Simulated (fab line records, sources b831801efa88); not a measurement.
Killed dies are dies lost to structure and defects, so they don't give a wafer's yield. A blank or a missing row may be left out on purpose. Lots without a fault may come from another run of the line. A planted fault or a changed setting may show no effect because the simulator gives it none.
One fault seen from 2 desks | flow gf180mcu | each desk has only its own numbers; what lay behind them comes last

THE METROLOGY DESK
What the gauges read, lot by lot, whatever tool the lot ran on: means of the sampled wafers that have a number. A lot is out of limits, marked OUT, if its mean lies more than 4 standard deviations from the usual mean; the brackets give that distance.
Columns: A = PSD_TW at GF_PSD_TW_MEAS_11, usual 3175
lot  | first seen here | A
L233 | day 15 11:32    | 3211
L234 | day 15 13:05    | 3175
L235 | day 16 03:40    | 3177
L236 | day 16 04:41    | 3211
L237 | day 16 17:26    | 3205
L240 | day 17 09:52    | 3197
L241 | day 17 20:05    | 3199
L242 | day 18 04:03    | 3105
L243 | day 18 10:59    | 3117
L244 | day 18 20:25    | 3234
L245 | day 19 07:16    | 3209
L248 | day 20 06:14    | 3152
L253 | day 21 19:02    | 3152
This desk's finding: nothing out of limits on any of the 13 lots.

THE TOOL OWNER'S DESK: rie_diel-01
The tool's own readings at GF_HV_LDD_ETCHBACK_58 (etches Si3N4 in CH3F/O2, stops on SiO2, time 100 s, target depth 90 nm): means of the sampled wafers that have a number, for each lot that ran on this tool. A lot is out of limits, marked OUT, if its mean lies more than 4 standard deviations from the usual mean; the brackets give that distance.
Columns: A = bias_w at GF_HV_LDD_ETCHBACK_58, usual 79.95 W; B = drypump_motor_current_A at GF_HV_LDD_ETCHBACK_58, usual 5.9 A; C = oes_product_au at GF_HV_LDD_ETCHBACK_58, usual 0.841 a.u.; D = throttle_valve_pct at GF_HV_LDD_ETCHBACK_58, usual 10.561 %
lot  | first seen here | A               | B   | C     | D
L233 | day 13 17:36    | 80.06           | 5.6 | 0.840 | 10.564
L237 | day 14 20:11    | 79.73           | 5.9 | 0.842 | 10.559
L241 | day 15 21:59    | 80.08           | 5.6 | 0.841 | 10.557
L245 | day 17 05:56    | 79.90           | 6.0 | 0.849 | 10.567
L248 | day 18 05:00    | 74.21 (-24) OUT | 5.6 | 0.834 | 10.553
This desk's finding: out of limits on L248; first on L248, day 18 05:00 (bias_w at GF_HV_LDD_ETCHBACK_58). In limits: L233, L237, L241, L245.

PUT TOGETHER
The tool owner's desk could have raised an alarm at day 18 05:00, on L248.
The metrology desk saw nothing out of limits.
The metrology desk has L248 on record, within its limits.
Of the lots named, all ran GF_HV_LDD_ETCHBACK_58 on rie_diel-01.

WHAT THE SIMULATOR HAD PUT IN
Process parameter drift: rie_diel-01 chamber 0, from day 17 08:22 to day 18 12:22, at GF_HV_LDD_ETCHBACK_58. Setting bias_w, moved by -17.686, from 80. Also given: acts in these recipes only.
Lots struck among those shown: L248.
Hours from the fault's start to each desk's first reading out of limits: the tool owner's desk, 21.
